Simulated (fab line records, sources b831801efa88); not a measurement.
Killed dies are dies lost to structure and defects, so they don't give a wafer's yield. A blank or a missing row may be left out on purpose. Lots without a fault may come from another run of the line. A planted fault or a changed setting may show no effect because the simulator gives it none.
Which tool did it? | flow gf180mcu | 7 lots, 21 wafers sampled, at 1 step of a route of 602

WHAT THE GAUGES READ, wafer by wafer
GF_NWELL_TW_MEAS_11.
lot  | measured    | on            | NWELL_TW
L372 | day 3 17:07 | film_metro-02 | 1558 1559 1558
L376 | day 4 15:17 | film_metro-02 | 1555 1551 1552
L378 | day 5 02:37 | film_metro-02 | 1572 1564 1556
L382 | day 5 23:15 | film_metro-03 | 1576 1581 1577
L386 | day 6 18:41 | film_metro-04 | 1593 1585 1584
L390 | day 7 15:19 | film_metro-03 | 1573 1573 1566
L394 | day 8 11:31 | film_metro-04 | 1600 1592 1586

WHICH TOOL RAN EACH LOT (tool, then ch and the chambers of the sampled wafers, then the start)
The record holds no process step before these readings.

THE ANSWER, worked out from the rows above alone
Rule: what is usual is taken from the lots themselves. Put in order of their means at a reading, lots are off if they are a third of the lots or fewer, leave a main group of 4 or more, and stand apart from it by a gap of 3 or more times the standard deviation of the main group's means; of several such gaps the widest counts. A main group whose means are all the same, to the digits that the tables above print for the reading, isn't used. A lot without any number at a reading at which 4 lots or more have one is off too. The other lots that the step has rows for count as sound.
No lot is off at any reading shown: from this, nothing can be told.

WHAT THE SIMULATOR HAD PUT IN
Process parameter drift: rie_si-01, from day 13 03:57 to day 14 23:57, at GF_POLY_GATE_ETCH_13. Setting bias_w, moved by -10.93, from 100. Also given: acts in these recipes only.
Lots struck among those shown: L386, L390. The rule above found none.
